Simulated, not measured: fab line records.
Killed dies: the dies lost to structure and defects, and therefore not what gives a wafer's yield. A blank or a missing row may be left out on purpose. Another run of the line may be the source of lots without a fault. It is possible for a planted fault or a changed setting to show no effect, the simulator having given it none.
What tool caused it? :: flow sky130 :: 14 lots, 42 wafers sampled, at 6 steps of a route of 708

## WHAT THE GAUGES SHOWED, per wafer
SKY_PWDE_TW_MEAS_10.
lot: L447
measured: day 3 18:04
on: film metro-03
PWDE_TW: 379.9 379.0 377.4

lot: L448
measured: day 4 05:00
on: film metro-03
PWDE_TW: 377.7 378.7 376.9

lot: L449
measured: day 5 02:02
on: film metro-02
PWDE_TW: 376.3 374.0 374.7

lot: L450
measured: day 5 02:04
on: film metro-04
PWDE_TW: 376.3 378.7 377.8

lot: L451
measured: day 5 14:15
on: film metro-02
PWDE_TW: 372.3 374.3 371.6

lot: L452
measured: day 5 14:35
on: film metro-03
PWDE_TW: 378.0 377.8 379.1

lot: L454
measured: day 5 17:46
on: film metro-04
PWDE_TW: 378.8 378.3 376.9

lot: L455
measured: day 5 22:50
on: film metro-02
PWDE_TW: 373.2 375.8 375.1

lot: L456
measured: day 5 23:04
on: film metro-04
PWDE_TW: 375.8 378.7 375.5

lot: L462
measured: day 7 05:35
on: film metro-02
PWDE_TW: 30.1 30.0 30.1

lot: L461
measured: day 7 05:56
on: film metro-02
PWDE_TW: 30.1 30.0 30.1

lot: L467
measured: day 9 00:31
on: film metro-04
PWDE_TW: 377.9 377.4 378.7

lot: L469
measured: day 9 03:06
on: film metro-02
PWDE_TW: 369.5 370.4 368.6

lot: L470
measured: day 9 09:53
on: film metro-04
PWDE_TW: 377.3 377.2 377.3

SKY_NWELL_RS_MEAS_29: the measuring method here is four-point-probe.
lot: L447
measured: day 5 03:42
on: film metro-04
NWELL_RS (ohm/sq): 624.3 625.8 625.7

lot: L448
measured: day 5 16:29
on: film metro-03
NWELL_RS (ohm/sq): 621.7 623.9 624.7

lot: L449
measured: day 6 15:51
on: film metro-03
NWELL_RS (ohm/sq): 622.8 622.7 622.4

lot: L450
measured: day 6 16:11
on: film metro-04
NWELL_RS (ohm/sq): 625.8 625.5 627.6

lot: L451
measured: day 7 04:29
on: film metro-04
NWELL_RS (ohm/sq): 623.7 626.5 622.7

lot: L452
measured: day 7 02:56
on: film metro-03
NWELL_RS (ohm/sq): 623.4 622.6 623.5

lot: L454
measured: day 7 07:32
on: film metro-04
NWELL_RS (ohm/sq): 620.5 621.8 619.8

lot: L455
measured: day 7 12:07
on: film metro-02
NWELL_RS (ohm/sq): 621.9 621.9 623.9

lot: L456
measured: day 7 13:11
on: film metro-02
NWELL_RS (ohm/sq): 623.5 625.3 622.7

lot: L462
measured: day 8 22:17
on: film metro-02
NWELL_RS (ohm/sq): 624.3 625.3 626.5

lot: L461
measured: day 8 22:46
on: film metro-03
NWELL_RS (ohm/sq): 624.3 624.9 625.4

lot: L467
measured: day 10 20:47
on: film metro-03
NWELL_RS (ohm/sq): 623.2 622.6 623.7

lot: L469
measured: day 11 00:02
on: film metro-04
NWELL_RS (ohm/sq): 624.1 622.6 623.8

lot: L470
measured: day 11 08:12
on: film metro-02
NWELL_RS (ohm/sq): 628.0 627.8 627.8

SKY_VT_ADJUST_HVTP_CD_MEAS_07: target cd 380 nm.
lot: L447
measured: day 5 21:33
on: cd sem-01
cd nm (nm): 379.0 377.4 378.0

lot: L448
measured: day 6 10:17
on: cd sem-01
cd nm (nm): 377.5 376.9 377.8

lot: L449
measured: day 7 10:22
on: cd sem-01
cd nm (nm): 379.3 379.4 377.8

lot: L450
measured: day 7 10:39
on: cd sem-01
cd nm (nm): 385.3 384.7 385.7

lot: L451
measured: day 8 00:17
on: cd sem-01
cd nm (nm): 379.3 378.8 379.6

lot: L452
measured: day 7 22:44
on: cd sem-01
cd nm (nm): 383.8 383.4 380.0

lot: L454
measured: day 8 04:02
on: cd sem-02
cd nm (nm): 385.0 385.1 385.8

lot: L455
measured: day 8 07:40
on: cd sem-02
cd nm (nm): 384.0 383.6 382.5

lot: L456
measured: day 8 09:18
on: cd sem-01
cd nm (nm): 379.2 379.5 382.9

lot: L462
measured: day 9 19:54
on: cd sem-02
cd nm (nm): 380.0 383.3 382.1

lot: L461
measured: day 9 20:01
on: cd sem-01
cd nm (nm): 379.7 376.8 381.0

lot: L467
measured: day 11 20:44
on: cd sem-01
cd nm (nm): 382.0 381.9 379.6

lot: L469
measured: day 11 23:29
on: cd sem-01
cd nm (nm): 376.6 380.0 382.1

lot: L470
measured: day 12 08:16
on: cd sem-02
cd nm (nm): 381.9 379.2 382.1

SKY_VT_ADJUST_LVTN_OVL_MEAS_18.
lot: L447
measured: day 7 11:35
on: overlay-02
VT_ADJUST_LVTN_01_OVL (nm): -2.8 -2.1 -1.2

lot: L448
measured: day 8 00:27
on: overlay-01
VT_ADJUST_LVTN_01_OVL (nm): -0.7 1.0 0.2

lot: L449
measured: day 9 02:50
on: overlay-01
VT_ADJUST_LVTN_01_OVL (nm): -2.1 0.3 -1.2

lot: L450
measured: day 9 03:02
on: overlay-02
VT_ADJUST_LVTN_01_OVL (nm): -2.2 -3.0 -0.3

lot: L451
measured: day 9 18:51
on: overlay-01
VT_ADJUST_LVTN_01_OVL (nm): -1.5 1.3 2.3

lot: L452
measured: day 9 16:47
on: overlay-01
VT_ADJUST_LVTN_01_OVL (nm): -1.2 0.9 0.5

lot: L454
measured: day 9 22:53
on: overlay-01
VT_ADJUST_LVTN_01_OVL (nm): 1.9 2.3 1.6

lot: L455
measured: day 10 03:05
on: overlay-01
VT_ADJUST_LVTN_01_OVL (nm): 1.0 -0.8 1.2

lot: L456
measured: day 10 05:02
on: overlay-01
VT_ADJUST_LVTN_01_OVL (nm): -0.2 1.3 -1.1

lot: L462
measured: day 11 18:05
on: overlay-02
VT_ADJUST_LVTN_01_OVL (nm): 1.4 -0.1 -0.4

lot: L461
measured: day 11 19:03
on: overlay-02
VT_ADJUST_LVTN_01_OVL (nm): 0.6 -0.6 -0.5

lot: L467
measured: day 13 23:02
on: overlay-02
VT_ADJUST_LVTN_01_OVL (nm): 1.1 0.1 0.8

lot: L469
measured: day 14 01:20
on: overlay-02
VT_ADJUST_LVTN_01_OVL (nm): -1.4 -0.7 -1.1

lot: L470
measured: day 14 11:32
on: overlay-01
VT_ADJUST_LVTN_01_OVL (nm): 1.2 -0.3 2.3

## WHAT TOOL EACH LOT RAN ON (gives the tool, then ch and the chambers of the sampled wafers, and finally the start)
lot: L447
SKY_DNWELL_STRIP_08: plasma asher-02 ch 1, day 3 03:05
SKY_PWDE_STRIP_09: plasma asher-02 ch 0,1, day 3 17:58

lot: L448
SKY_DNWELL_STRIP_08: plasma asher-03 ch 0,1, day 3 13:44
SKY_PWDE_STRIP_09: plasma asher-03 ch 0,1, day 4 04:55

lot: L449
SKY_DNWELL_STRIP_08: plasma asher-01 ch 0,1, day 4 08:50
SKY_PWDE_STRIP_09: plasma asher-02 ch 0,1, day 5 01:56

lot: L450
SKY_DNWELL_STRIP_08: plasma asher-03 ch 0,1, day 4 08:59
SKY_PWDE_STRIP_09: plasma asher-03 ch 0,1, day 5 01:58

lot: L451
SKY_DNWELL_STRIP_08: plasma asher-01 ch 0,1, day 4 20:22
SKY_PWDE_STRIP_09: plasma asher-03 ch 0,1, day 5 14:10

lot: L452
SKY_DNWELL_STRIP_08: plasma asher-02 ch 0, day 4 20:35
SKY_PWDE_STRIP_09: plasma asher-02 ch 1, day 5 14:29

lot: L454
SKY_DNWELL_STRIP_08: plasma asher-03 ch 0,1, day 4 23:47
SKY_PWDE_STRIP_09: plasma asher-02 ch 0,1, day 5 17:40

lot: L455
SKY_DNWELL_STRIP_08: plasma asher-03 ch 0,1, day 5 04:17
SKY_PWDE_STRIP_09: plasma asher-04 ch 0,1, day 5 22:44

lot: L456
SKY_DNWELL_STRIP_08: plasma asher-02 ch 0,1, day 5 04:47
SKY_PWDE_STRIP_09: plasma asher-02 ch 0,1, day 5 22:58

lot: L462
SKY_DNWELL_STRIP_08: plasma asher-03 ch 1, day 6 11:23
SKY_PWDE_STRIP_09: plasma asher-03 ch 0, day 7 05:29

lot: L461
SKY_DNWELL_STRIP_08: plasma asher-02 ch 0, day 6 11:44
SKY_PWDE_STRIP_09: plasma asher-04 ch 0,1, day 7 05:50

lot: L467
SKY_DNWELL_STRIP_08: plasma asher-03 ch 0,1, day 8 03:17
SKY_PWDE_STRIP_09: plasma asher-02 ch 0,1, day 9 00:25

lot: L469
SKY_DNWELL_STRIP_08: plasma asher-03 ch 0,1, day 8 06:14
SKY_PWDE_STRIP_09: plasma asher-02 ch 0,1, day 9 03:01

lot: L470
SKY_DNWELL_STRIP_08: plasma asher-01 ch 0,1, day 8 12:11
SKY_PWDE_STRIP_09: plasma asher-03 ch 0, day 9 09:47
- SKY_DNWELL_STRIP_08: strips in O2/N2.
- SKY_PWDE_STRIP_09: strips in O2/N2.

## AS READ BY THE TOOLS THEMSELVES (means over the sampled wafers that have a number; for cases with no such wafer, the mark the record gives instead)
SKY_DNWELL_STRIP_08.
lot: L447
tool: plasma asher-02
chamber pressure mTorr (mTorr): 1500.2
drypump motor current A (A): 5.9
n2 flow sccm (sccm): 300.0
oes product au (a.u.): 0.722
strip time to endpoint s (s): 36.85

lot: L448
tool: plasma asher-03
chamber pressure mTorr (mTorr): 1499.4
drypump motor current A (A): 6.1
n2 flow sccm (sccm): 300.6
oes product au (a.u.): 0.724
strip time to endpoint s (s): 36.87

lot: L449
tool: plasma asher-01
chamber pressure mTorr (mTorr): 1499.1
drypump motor current A (A): 5.7
n2 flow sccm (sccm): 299.2
oes product au (a.u.): 0.726
strip time to endpoint s (s): 37.02

lot: L450
tool: plasma asher-03
chamber pressure mTorr (mTorr): 1498.9
drypump motor current A (A): 6.1
n2 flow sccm (sccm): 299.5
oes product au (a.u.): 0.722
strip time to endpoint s (s): 36.80

lot: L451
tool: plasma asher-01
chamber pressure mTorr (mTorr): 1499.3
drypump motor current A (A): 5.8
n2 flow sccm (sccm): 299.9
oes product au (a.u.): 0.724
strip time to endpoint s (s): 36.90

lot: L452
tool: plasma asher-02
chamber pressure mTorr (mTorr): 1499.2
drypump motor current A (A): 5.1
n2 flow sccm (sccm): 300.5
oes product au (a.u.): 0.724
strip time to endpoint s (s): 37.01

lot: L454
tool: plasma asher-03
chamber pressure mTorr (mTorr): 1499.1
drypump motor current A (A): 5.9
n2 flow sccm (sccm): 300.0
oes product au (a.u.): 0.719
strip time to endpoint s (s): 37.12

lot: L455
tool: plasma asher-03
chamber pressure mTorr (mTorr): 1500.1
drypump motor current A (A): 6.1
n2 flow sccm (sccm): 299.7
oes product au (a.u.): 0.727
strip time to endpoint s (s): 36.99

lot: L456
tool: plasma asher-02
chamber pressure mTorr (mTorr): 1500.2
drypump motor current A (A): 5.4
n2 flow sccm (sccm): 300.1
oes product au (a.u.): 0.720
strip time to endpoint s (s): 36.92

lot: L462
tool: plasma asher-03
chamber pressure mTorr (mTorr): -
drypump motor current A (A): -
n2 flow sccm (sccm): -
oes product au (a.u.): -
strip time to endpoint s (s): -

lot: L461
tool: plasma asher-02
chamber pressure mTorr (mTorr): -
drypump motor current A (A): -
n2 flow sccm (sccm): -
oes product au (a.u.): -
strip time to endpoint s (s): -

lot: L467
tool: plasma asher-03
chamber pressure mTorr (mTorr): 1500.0
drypump motor current A (A): 5.9
n2 flow sccm (sccm): 300.5
oes product au (a.u.): 0.718
strip time to endpoint s (s): 36.97

lot: L469
tool: plasma asher-03
chamber pressure mTorr (mTorr): 1500.5
drypump motor current A (A): 5.9
n2 flow sccm (sccm): 299.9
oes product au (a.u.): 0.720
strip time to endpoint s (s): 36.94

lot: L470
tool: plasma asher-01
chamber pressure mTorr (mTorr): 1499.9
drypump motor current A (A): 5.7
n2 flow sccm (sccm): 300.4
oes product au (a.u.): 0.717
strip time to endpoint s (s): 36.98

SKY_PWDE_STRIP_09.
lot: L447
tool: plasma asher-02
chamber pressure mTorr (mTorr): 1499.7
drypump motor current A (A): 5.4
n2 flow sccm (sccm): 300.4
oes product au (a.u.): 0.719
strip time to endpoint s (s): 36.99

lot: L448
tool: plasma asher-03
chamber pressure mTorr (mTorr): 1499.9
drypump motor current A (A): 6.1
n2 flow sccm (sccm): 300.0
oes product au (a.u.): 0.723
strip time to endpoint s (s): 36.99

lot: L449
tool: plasma asher-02
chamber pressure mTorr (mTorr): 1500.8
drypump motor current A (A): 5.6
n2 flow sccm (sccm): 299.7
oes product au (a.u.): 0.722
strip time to endpoint s (s): 36.90

lot: L450
tool: plasma asher-03
chamber pressure mTorr (mTorr): 1499.5
drypump motor current A (A): 5.9
n2 flow sccm (sccm): 300.0
oes product au (a.u.): 0.723
strip time to endpoint s (s): 37.10

lot: L451
tool: plasma asher-03
chamber pressure mTorr (mTorr): 1499.8
drypump motor current A (A): 6.1
n2 flow sccm (sccm): 300.3
oes product au (a.u.): 0.724
strip time to endpoint s (s): 36.92

lot: L452
tool: plasma asher-02
chamber pressure mTorr (mTorr): 1498.2
drypump motor current A (A): 5.8
n2 flow sccm (sccm): 300.0
oes product au (a.u.): 0.723
strip time to endpoint s (s): 37.08

lot: L454
tool: plasma asher-02
chamber pressure mTorr (mTorr): 1498.5
drypump motor current A (A): 5.6
n2 flow sccm (sccm): 299.7
oes product au (a.u.): 0.724
strip time to endpoint s (s): 36.76

lot: L455
tool: plasma asher-04
chamber pressure mTorr (mTorr): 1501.2
drypump motor current A (A): 5.8
n2 flow sccm (sccm): 300.9
oes product au (a.u.): 0.726
strip time to endpoint s (s): 36.90

lot: L456
tool: plasma asher-02
chamber pressure mTorr (mTorr): 1500.8
drypump motor current A (A): 5.4
n2 flow sccm (sccm): 300.4
oes product au (a.u.): 0.727
strip time to endpoint s (s): 36.98

lot: L462
tool: plasma asher-03
chamber pressure mTorr (mTorr): 1499.4
drypump motor current A (A): 6.2
n2 flow sccm (sccm): 298.1
oes product au (a.u.): 0.743
strip time to endpoint s (s): 81.21

lot: L461
tool: plasma asher-04
chamber pressure mTorr (mTorr): 1500.9
drypump motor current A (A): 5.8
n2 flow sccm (sccm): 301.5
oes product au (a.u.): 0.738
strip time to endpoint s (s): 81.26

lot: L467
tool: plasma asher-02
chamber pressure mTorr (mTorr): 1499.1
drypump motor current A (A): 5.4
n2 flow sccm (sccm): 299.2
oes product au (a.u.): 0.726
strip time to endpoint s (s): 36.81

lot: L469
tool: plasma asher-02
chamber pressure mTorr (mTorr): 1500.5
drypump motor current A (A): 5.4
n2 flow sccm (sccm): 300.2
oes product au (a.u.): 0.723
strip time to endpoint s (s): 36.98

lot: L470
tool: plasma asher-03
chamber pressure mTorr (mTorr): 1499.6
drypump motor current A (A): 6.2
n2 flow sccm (sccm): 301.7
oes product au (a.u.): 0.725
strip time to endpoint s (s): 36.97

## THE ANSWER, worked out from the rows above alone
Rule: usual is defined by the lots themselves. Put in order of their means at a reading, lots are off if they are a third of the lots or fewer, leave a main group of 4 or more, and stand apart from it by a gap of 3 or more times the standard deviation of the main group's means; of several such gaps the widest counts. A main group whose means are all the same, to the digits that the tables above print for the reading, isn't used. Also off: a lot with no number at a reading for which 4 or more lots have one. Any other lot the step has rows for is counted as sound. The gauges are gone through in route order, then the tools' own readings, and for those a lot's mean is taken as printed above. At the first step where some lot is off, the reading lying furthest off is the one used; lots without a number count as furthest.
Off: L462, L461, at SKY_PWDE_TW_MEAS_10 (PWDE_TW). The main group: mean 376.2, standard deviation 2.6.
A tool fits if, at a process step before that reading, it ran every lot that is off, and no sound lot after the first of them. The gauges at SKY_PWDE_TW_MEAS_10 aren't tried: what is off there is off at SKY_DNWELL_STRIP_08 too, on other tools, and a gauge's error can't cause that. No candidate that was tried fits.

## WHAT WAS PUT IN BY THE SIMULATOR
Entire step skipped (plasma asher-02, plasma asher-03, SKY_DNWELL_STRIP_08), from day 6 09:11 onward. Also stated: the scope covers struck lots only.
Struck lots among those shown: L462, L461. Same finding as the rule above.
